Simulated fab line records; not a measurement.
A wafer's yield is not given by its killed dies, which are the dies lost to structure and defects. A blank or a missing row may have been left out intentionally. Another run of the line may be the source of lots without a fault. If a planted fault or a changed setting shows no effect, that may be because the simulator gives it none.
fab line records + flow sky130 + part 2 of 2: steps 25 to 35 of 35
[record]
- lots = 5
- wafers = 15
- lastDay = 48
route steps=708 shown VT_ADJUST_HVTR@133 VT_ADJUST_PCH@143 SONOS_TUNNEL@154
lots untouched by any fault: they come from a run of this same line in which no faults occurred
startH: the number of hours between the record's first day and the start of the first shown wafer of the lot + waitH: hours elapsed since this lot's preceding step + " repeats the value in the row above + L1.1+2: one row covering several wafers at once + - no value, or no start given + * or withheld: withheld + < > ~ a bound
route shown NAME@n: names a module that has steps shown in the file, with the first one's number in the route + usual: average and standard deviation across the fault-free wafers + same: alike in all rows + chamber/n: place in a boat + sites: readings site by site + _std_site: how widely they spread, as a standard deviation + _edge_site: the outer-site mean with the inner-site mean subtracted + radiusMm: for every site, how far away it sits from the centre of the wafer + mask NAME#n: copy n + behind: tool/chamber where the wafer was last shaped + hold: why the lot was held/for how many hours/how that ended + device: names the non-switching transistor (n, p or np) + end of line: the route-end tests of the same wafers + a step given without rows: its recipe and nothing more + killed: count of dies lost to structure and defects at first sort (not the wafer's yield) + map: the dies of a wafer, with x for killed, . for not killed, _ for no die there
set.NAME: setting as actually run; set.NAME@STEP: the setting as run at that earlier step + model.NAME: the simulator's own value behind a step, which no gauge read
certain route steps with their lots: each step a table, each wafer a row
services: when a tool's chamber went out of use (startH, in hours from the record's first day, below 0 if earlier), for how many hours, and the reason
[[steps]]
[step SKY_SONOS_TUNNEL_SOFTBAKE_03]
[recipe]
- tempC = 90
- timeS = 60
- resist = NOVOLAK
[usual]
- plateTempC = 89.99/0.13
- resistLineTempC = 23.01/0.1
| lot.wafer | tool          | chamber | startH | waitH | plateTempC | resistLineTempC |
|-----------|---------------|---------|--------|-------|------------|-----------------|
| L074.1    | lithoTrack-02 | 0       | 239.25 | 0.1   | 90.07      | 23.21           |
| L074.3    | "             | 0       | "      | "     | 90.10      | 22.93           |
| L074.5    | "             | 0       | "      | "     | 90.25      | 23.11           |
| L075.2    | lithoTrack-02 | 0       | 247.22 | 0.1   | 89.87      | 23.14           |
| L075.5    | "             | 0       | "      | "     | 90.10      | 22.96           |
| L075.6    | "             | 0       | "      | "     | 90.14      | 22.94           |
| L082.1    | lithoTrack-04 | 0       | 296.83 | 0.1   | 89.88      | 22.98           |
| L082.3    | "             | 0       | "      | "     | 90.10      | 23.10           |
| L082.6    | "             | 0       | "      | "     | 90.08      | 23.01           |
| L088.2    | lithoTrack-04 | 0       | 337.81 | 0.1   | 90.22      | 22.99           |
| L088.3    | "             | 0       | "      | "     | 89.97      | 22.93           |
| L088.4    | "             | 0       | "      | "     | 90.07      | 22.95           |
| L090.2    | lithoTrack-04 | 0       | 354.76 | 0.1   | 90.12      | 23.06           |
| L090.3    | "             | 0       | "      | "     | 90.02      | 23.06           |
| L090.6    | "             | 0       | "      | "     | 90.17      | 23.07           |
[step SKY_SONOS_TUNNEL_EXPOSE_04]
[recipe]
- maskId = TUNM
- na = 0.6
- sourceShape = conventional
- sigmaOuter = 0.6
- polarization = unpolarized
- targetCdNm = 410
- doseMj = 136
| lot.wafer  | tool            | chamber | startH | waitH | mask   |
|------------|-----------------|---------|--------|-------|--------|
| L074.1+3+5 | ilineStepper-01 | 0       | -      | -     | TUNM#0 |
| L075.2+5+6 | ilineStepper-02 | 0       | -      | -     | TUNM#0 |
| L082.1+3+6 | ilineStepper-01 | 0       | -      | -     | TUNM#0 |
| L088.2+3+4 | ilineStepper-02 | 0       | -      | -     | TUNM#0 |
| L090.2+3+6 | ilineStepper-01 | 0       | -      | -     | TUNM#0 |
[step SKY_SONOS_TUNNEL_PEB_05]
[recipe]
- tempC = withheld
- timeS = *
- resist = NOVOLAK
[usual]
- resistLineTempC = *
| lot.wafer | tool          | chamber | startH | waitH | resistLineTempC |
|-----------|---------------|---------|--------|-------|-----------------|
| L074.1    | lithoTrack-01 | 0       | -      | -     | *               |
| L074.3    | "             | 0       | "      | "     | *               |
| L074.5    | "             | 0       | "      | "     | *               |
| L075.2    | lithoTrack-02 | 0       | -      | -     | *               |
| L075.5    | "             | 0       | "      | "     | *               |
| L075.6    | "             | 0       | "      | "     | *               |
| L082.1    | lithoTrack-04 | 0       | -      | -     | *               |
| L082.3    | "             | 0       | "      | "     | *               |
| L082.6    | "             | 0       | "      | "     | *               |
| L088.2    | lithoTrack-02 | 0       | -      | -     | *               |
| L088.3    | "             | 0       | "      | "     | *               |
| L088.4    | "             | 0       | "      | "     | *               |
| L090.2    | lithoTrack-01 | 0       | -      | -     | *               |
| L090.3    | "             | 0       | "      | "     | *               |
| L090.6    | "             | 0       | "      | "     | *               |
[step SKY_SONOS_TUNNEL_DEVELOP_06]
[recipe]
- resist = NOVOLAK
- developer = TMAH
- developTimeS = 60
- devTempC = 23
[usual]
- resistLineTempC = 23.03/0.099
| lot.wafer | tool          | chamber | startH | waitH | resistLineTempC |
|-----------|---------------|---------|--------|-------|-----------------|
| L074.1    | lithoTrack-01 | 0       | 250.35 | 0.1   | 22.91           |
| L074.3    | "             | 0       | "      | "     | 22.93           |
| L074.5    | "             | 0       | "      | "     | 23.09           |
| L075.2    | lithoTrack-02 | 0       | 258.57 | 0.1   | 23.08           |
| L075.5    | "             | 0       | "      | "     | 23.24           |
| L075.6    | "             | 0       | "      | "     | 23.00           |
| L082.1    | lithoTrack-04 | 0       | 308.98 | 0.1   | 23.05           |
| L082.3    | "             | 0       | "      | "     | 23.06           |
| L082.6    | "             | 0       | "      | "     | 23.01           |
| L088.2    | lithoTrack-02 | 0       | 351.27 | 0.1   | 23.08           |
| L088.3    | "             | 0       | "      | "     | 22.86           |
| L088.4    | "             | 0       | "      | "     | 23.03           |
| L090.2    | lithoTrack-01 | 0       | 369.07 | 0.1   | 22.97           |
| L090.3    | "             | 0       | "      | "     | 22.98           |
| L090.6    | "             | 0       | "      | "     | 23.08           |
[step SKY_SONOS_TUNNEL_CD_MEAS_07]
[recipe]
- targetCdNm = 410
[usual]
- cdNm = 409.5/2.1
| lot.wafer | tool     | chamber | startH | waitH | cdNm  |
|-----------|----------|---------|--------|-------|-------|
| L074.1    | cdSem-02 | -       | 250.50 | 0.1   | 410.9 |
| L074.3    | "        | -       | "      | "     | 409.5 |
| L074.5    | "        | -       | "      | "     | 410.1 |
| L075.2    | cdSem-02 | -       | 258.72 | 0.1   | 409.5 |
| L075.5    | "        | -       | "      | "     | 409.2 |
| L075.6    | "        | -       | "      | "     | 408.8 |
| L082.1    | cdSem-02 | -       | 309.13 | 0.1   | 410.4 |
| L082.3    | "        | -       | "      | "     | 410.5 |
| L082.6    | "        | -       | "      | "     | 410.8 |
| L088.2    | cdSem-01 | -       | 351.42 | 0.1   | 411.9 |
| L088.3    | "        | -       | "      | "     | 411.1 |
| L088.4    | "        | -       | "      | "     | 409.2 |
| L090.2    | cdSem-01 | -       | 369.22 | 0.1   | 408.7 |
| L090.3    | "        | -       | "      | "     | 406.9 |
| L090.6    | "        | -       | "      | "     | 407.2 |
[step SKY_SONOS_TUNNEL_OVL_MEAS_08]
[usual]
- SONOS_TUNNEL_OVL = 0.0/1.3
| lot.wafer | tool       | chamber | startH | waitH | SONOS_TUNNEL_OVL[nm] |
|-----------|------------|---------|--------|-------|----------------------|
| L074.1    | overlay-01 | -       | 250.62 | 0.1   | -0.2                 |
| L074.3    | "          | -       | "      | "     | -1.2                 |
| L074.5    | "          | -       | "      | "     | -1.7                 |
| L075.2    | overlay-02 | -       | 258.83 | 0.1   | -1.7                 |
| L075.5    | "          | -       | "      | "     | -2.0                 |
| L075.6    | "          | -       | "      | "     | -2.4                 |
| L082.1    | overlay-01 | -       | 309.25 | 0.1   | -2.1                 |
| L082.3    | "          | -       | "      | "     | -4.8                 |
| L082.6    | "          | -       | "      | "     | -2.2                 |
| L088.2    | overlay-01 | -       | 351.52 | 0.1   | -2.3                 |
| L088.3    | "          | -       | "      | "     | -1.8                 |
| L088.4    | "          | -       | "      | "     | -1.4                 |
| L090.2    | overlay-01 | -       | 369.33 | 0.1   | 0.6                  |
| L090.3    | "          | -       | "      | "     | 0.4                  |
| L090.6    | "          | -       | "      | "     | 3.1                  |
[step SKY_SONOS_TUNNEL_IMPLANT_09]
[recipe]
- species = B
- energyKev = 20
- doseCm2 = 1e+12
- tiltDeg = withheld
[usual]
- beamOnS = 9.99/0.2
| lot.wafer | tool         | chamber | startH | waitH | beamOnS |
|-----------|--------------|---------|--------|-------|---------|
| L074.1    | implanter-02 | 0       | 250.66 | 0.0   | 9.86    |
| L074.3    | "            | 0       | "      | "     | 9.99    |
| L074.5    | "            | 0       | "      | "     | 9.97    |
| L075.2    | implanter-02 | 0       | 258.88 | 0.0   | 10.03   |
| L075.5    | "            | 0       | "      | "     | 10.21   |
| L075.6    | "            | 0       | "      | "     | 10.35   |
| L082.1    | implanter-04 | 0       | 309.29 | 0.0   | 10.12   |
| L082.3    | "            | 0       | "      | "     | 10.18   |
| L082.6    | "            | 0       | "      | "     | 10.23   |
| L088.2    | implanter-04 | 0       | 351.58 | 0.0   | 9.96    |
| L088.3    | "            | 0       | "      | "     | 9.86    |
| L088.4    | "            | 0       | "      | "     | 10.09   |
| L090.2    | implanter-03 | 0       | 369.38 | 0.0   | 10.01   |
| L090.3    | "            | 0       | "      | "     | 10.08   |
| L090.6    | "            | 0       | "      | "     | 10.03   |
[step SKY_SONOS_TUNNEL_WET_ETCH_10]
[recipe]
- chemistry = dHF
- targetDepthNm = 14
- target = SiO2
- dilution = 100:1
- tempC = 25
- timeS = 280
[usual]
- bathHeatDutyPct = 6.1/0.95
| lot.wafer | tool        | chamber | startH | waitH | bathHeatDutyPct |
|-----------|-------------|---------|--------|-------|-----------------|
| L074.1    | wetBench-01 | 0       | 250.81 | 0.1   | 5.7             |
| L074.3    | "           | 0       | "      | "     | 6.0             |
| L074.5    | "           | 0       | "      | "     | 6.0             |
| L075.2    | wetBench-04 | 3       | 259.01 | 0.1   | 5.0             |
| L075.5    | "           | 3       | "      | "     | 4.7             |
| L075.6    | "           | 3       | "      | "     | 5.1             |
| L082.1    | wetBench-02 | 0       | 309.44 | 0.1   | 6.7             |
| L082.3    | "           | 0       | "      | "     | 6.9             |
| L082.6    | "           | 0       | "      | "     | 6.4             |
| L088.2    | wetBench-01 | 2       | 351.70 | 0.1   | 6.1             |
| L088.3    | "           | 2       | "      | "     | 5.6             |
| L088.4    | "           | 2       | "      | "     | 5.7             |
| L090.2    | wetBench-04 | 0       | 369.51 | 0.1   | 6.2             |
| L090.3    | "           | 0       | "      | "     | 5.2             |
| L090.6    | "           | 0       | "      | "     | 6.5             |
[step SKY_SONOS_TUNNEL_STRIP_11]
[recipe]
- chemistry = SPM
- timeS = 600
- tempC = 130
[usual]
- bathHeatDutyPct = 13.7/2
| lot.wafer | tool        | chamber | startH | waitH | bathHeatDutyPct |
|-----------|-------------|---------|--------|-------|-----------------|
| L074.1    | wetBench-02 | 3       | 250.90 | 0.0   | 18.4            |
| L074.3    | "           | 3       | "      | "     | 17.2            |
| L074.5    | "           | 3       | "      | "     | 18.0            |
| L075.2    | wetBench-01 | 0       | 259.10 | 0.0   | 14.1            |
| L075.5    | "           | 0       | "      | "     | 14.3            |
| L075.6    | "           | 0       | "      | "     | 14.2            |
| L082.1    | wetBench-01 | 2       | 309.52 | 0.0   | 13.5            |
| L082.3    | "           | 2       | "      | "     | 13.4            |
| L082.6    | "           | 2       | "      | "     | 12.4            |
| L088.2    | wetBench-02 | 1       | 351.80 | 0.0   | 11.5            |
| L088.3    | "           | 1       | "      | "     | 11.8            |
| L088.4    | "           | 1       | "      | "     | 11.1            |
| L090.2    | wetBench-01 | 0       | 369.60 | 0.0   | 13.4            |
| L090.3    | "           | 0       | "      | "     | 14.4            |
| L090.6    | "           | 0       | "      | "     | 12.1            |
[step SKY_SONOS_TUNNEL_TW_MEAS_12]
[usual]
- SONOS_TUNNEL_TW = 194.5/0.93
| lot.wafer | tool         | chamber | startH | waitH | SONOS_TUNNEL_TW |
|-----------|--------------|---------|--------|-------|-----------------|
| L074.1    | filmMetro-01 | -       | 251.07 | 0.0   | 194.1           |
| L074.3    | "            | -       | "      | "     | 193.1           |
| L074.5    | "            | -       | "      | "     | 192.6           |
| L075.2    | filmMetro-03 | -       | 259.30 | 0.0   | 194.4           |
| L075.5    | "            | -       | "      | "     | 194.2           |
| L075.6    | "            | -       | "      | "     | 194.2           |
| L082.1    | filmMetro-01 | -       | 309.70 | 0.0   | 194.6           |
| L082.3    | "            | -       | "      | "     | 196.3           |
| L082.6    | "            | -       | "      | "     | 193.5           |
| L088.2    | filmMetro-01 | -       | 352.00 | 0.0   | 193.3           |
| L088.3    | "            | -       | "      | "     | 193.7           |
| L088.4    | "            | -       | "      | "     | 193.1           |
| L090.2    | filmMetro-03 | -       | 369.80 | 0.0   | 193.4           |
| L090.3    | "            | -       | "      | "     | 194.7           |
| L090.6    | "            | -       | "      | "     | 194.8           |
[step SKY_SONOS_TUNNEL_CLEAN_13]
[recipe]
- chemistry = dHF
- timeS = 20
- dilution = 100:1
- dry = ipaMarangoni
| lot.wafer  | tool        | chamber | startH | waitH |
|------------|-------------|---------|--------|-------|
| L074.1+3+5 | wetBench-02 | 3       | 251.13 | 0.1   |
| L075.2+5+6 | wetBench-04 | 3       | 259.35 | 0.0   |
| L082.1+3+6 | wetBench-02 | 0       | 309.76 | 0.1   |
| L088.2+3+4 | wetBench-04 | 2       | 352.05 | 0.0   |
| L090.2+3+6 | wetBench-02 | 0       | 369.85 | 0.0   |
[[services]]
| tool            | chamber | startH | hours | kind        |
|-----------------|---------|--------|-------|-------------|
| implanter-03    | -       | 178.96 | 5.4   | repair      |
| plasmaAsher-04  | -       | 203.15 | 1.4   | repair      |
| ilineStepper-01 | -       | 212.84 | 1.7   | pm          |
| plasmaAsher-01  | -       | 221.84 | 5.4   | repair      |
| ilineStepper-01 | 0       | 225.84 | -     | calibration |
| implanter-02    | -       | 230.42 | 0.7   | repair      |
| implanter-04    | -       | 242.79 | 31.9  | pm          |
| implanter-03    | -       | 248.83 | 6.2   | repair      |
| ilineStepper-02 | -       | 255.25 | 4.4   | pm          |
| implanter-02    | -       | 263.12 | 2.7   | pm          |
| implanter-04    | -       | 274.68 | 3.3   | pm          |
| implanter-01    | -       | 284.41 | 6.4   | pm          |
| plasmaAsher-01  | -       | 292.93 | 46.3  | repair      |
| implanter-04    | -       | 304.68 | 3.7   | repair      |
| ilineStepper-02 | -       | 307.92 | 9.1   | repair      |
| implanter-02    | -       | 313.90 | 2.5   | repair      |
| plasmaAsher-02  | -       | 318.86 | 2.8   | repair      |
| plasmaAsher-04  | -       | 320.73 | 2.9   | repair      |
| implanter-02    | -       | 335.28 | 4.2   | repair      |
| implanter-04    | -       | 339.33 | 2.8   | repair      |
| implanter-02    | -       | 343.05 | 2.6   | repair      |
| implanter-02    | -       | 348.32 | 3.9   | pm          |
| plasmaAsher-04  | -       | 350.92 | 3.7   | repair      |
| ilineStepper-01 | -       | 354.36 | -     | calibration |
